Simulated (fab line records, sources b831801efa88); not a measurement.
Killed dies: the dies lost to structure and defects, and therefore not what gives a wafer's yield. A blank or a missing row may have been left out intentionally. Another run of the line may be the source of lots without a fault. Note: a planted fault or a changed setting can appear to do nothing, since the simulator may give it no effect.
The same fault as seen by 2 desks / flow sky130 / only its own numbers are on each desk; what lay behind them is given at the end

## DESK OF THE TOOL OWNER: furnace-01
The tool's own readings at SKY_NWELL_OXIDATION_01 (stabilise 600 s, purge 300 s, target thk 10 nm): means of the sampled wafers that have a number, for each lot that ran on this tool. The brackets show how far a lot's mean lies from the usual mean; more than 4 standard deviations puts the lot out of limits, marked OUT. It has 8 readings, of which 7 appear: the earliest out of limits, and the ones furthest out on some lot.
Columns: A = spikeTcBottomC at SKY_NWELL_OXIDATION_01, usual 919.4 C; B = spikeTcCentreC at SKY_NWELL_OXIDATION_01, usual 900.2 C; C = spikeTcLowerC at SKY_NWELL_OXIDATION_01, usual 901.6 C; D = spikeTcTopC at SKY_NWELL_OXIDATION_01, usual 910.9 C; E = spikeTcUpperC at SKY_NWELL_OXIDATION_01, usual 900.0 C; F = tubeCenterTempC at SKY_NWELL_OXIDATION_01, usual 900 C; G = tube_center_temp_C_max at SKY_NWELL_OXIDATION_01, usual 902.3
lot=L533; first seen here=day 3 04:46; A=919.3; B=899.7; C=903.9; D=910.9; E=898.9; F=900; G=902.1
lot=L534; first seen here=day 3 09:20; A=920.2; B=899.6; C=902.8; D=910.5; E=899.6; F=900; G=902.7
lot=L536; first seen here=day 3 20:05; A=919.1; B=900.4; C=902.4; D=911.8; E=899.4; F=900; G=902.3
lot=L539; first seen here=day 4 08:20; A=918.9; B=901.4; C=902.5; D=911.7; E=899.8; F=900; G=902.2
lot=L541; first seen here=day 4 19:05; A=919.3; B=900.6; C=902.6; D=912.0; E=899.6; F=900; G=902.4
lot=L542; first seen here=day 5 04:19; A=934.4 (+16) OUT; B=916.6 (+17) OUT; C=919.2 (+9.8) OUT; D=927.8 (+14) OUT; E=916.0 (+15) OUT; F=916 (+99 or more) OUT; G=918.8 (+49) OUT
lot=L543; first seen here=day 5 07:14; A=935.0 (+16) OUT; B=916.5 (+17) OUT; C=918.9 (+9.6) OUT; D=927.4 (+14) OUT; E=915.1 (+14) OUT; F=916 (+99 or more) OUT; G=918.4 (+47) OUT
This desk's finding: out of limits on L542, L543; first on L542, day 5 04:19 (spikeTcBottomC at SKY_NWELL_OXIDATION_01). L533, L534, L536, L539, L541: within limits.

## METROLOGY DESK
Lot by lot, what the gauges showed, no matter which tool ran the lot: averages of those sampled wafers that carry a number. The brackets show how far a lot's mean lies from the usual mean; more than 4 standard deviations puts the lot out of limits, marked OUT.
Columns: A = NWELL_OXIDATION_THK at SKY_NWELL_THK_MEAS_02, usual 10.03 nm; B = cdNm at SKY_CONTACT_CD_MEAS_14, usual 170.0 nm
lot=L530; first seen here=day 2 11:23; A=9.81; B=170.0
lot=L532; first seen here=day 3 00:49; A=10.13; B=170.9
lot=L533; first seen here=day 3 06:10; A=10.23; B=169.8
lot=L534; first seen here=day 3 10:44; A=9.88; B=167.4
lot=L536; first seen here=day 3 21:28; A=10.03; B=168.5
lot=L539; first seen here=day 4 09:44; A=10.02; B=170.6
lot=L541; first seen here=day 4 20:29; A=10.09; B=170.8
lot=L542; first seen here=day 5 05:44; A=11.96 (+11) OUT; B=171.3
lot=L543; first seen here=day 5 08:37; A=12.07 (+11) OUT; B=169.7
lot=L546; first seen here=day 6 03:38; A=10.10; B=169.1
lot=L553; first seen here=day 7 15:06; A=10.18; B=170.8
This desk's result: L542, L543 out of limits, first on L542 (NWELL_OXIDATION_THK at SKY_NWELL_THK_MEAS_02), day 5 05:44. L530, L532, L533, L534, L536, L539, L541, L546, L553: within limits.

## PUT TOGETHER
On L542, L543, at day 5 04:19, an alarm was possible from the tool owner's desk.
An alarm was possible from the metrology desk at day 5 05:44, on L542, L543.
Every lot named ran SKY_NWELL_OXIDATION_01 on furnace-01.

## WHAT THE SIMULATOR HAD INSERTED
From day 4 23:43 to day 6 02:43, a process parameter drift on furnace-01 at SKY_NWELL_OXIDATION_01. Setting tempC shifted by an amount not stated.
Shown lots that were struck: L542, L543.
Counting hours from when the fault started, the first reading out of limits came at 5 for the tool owner's desk and at 6 for the metrology desk.
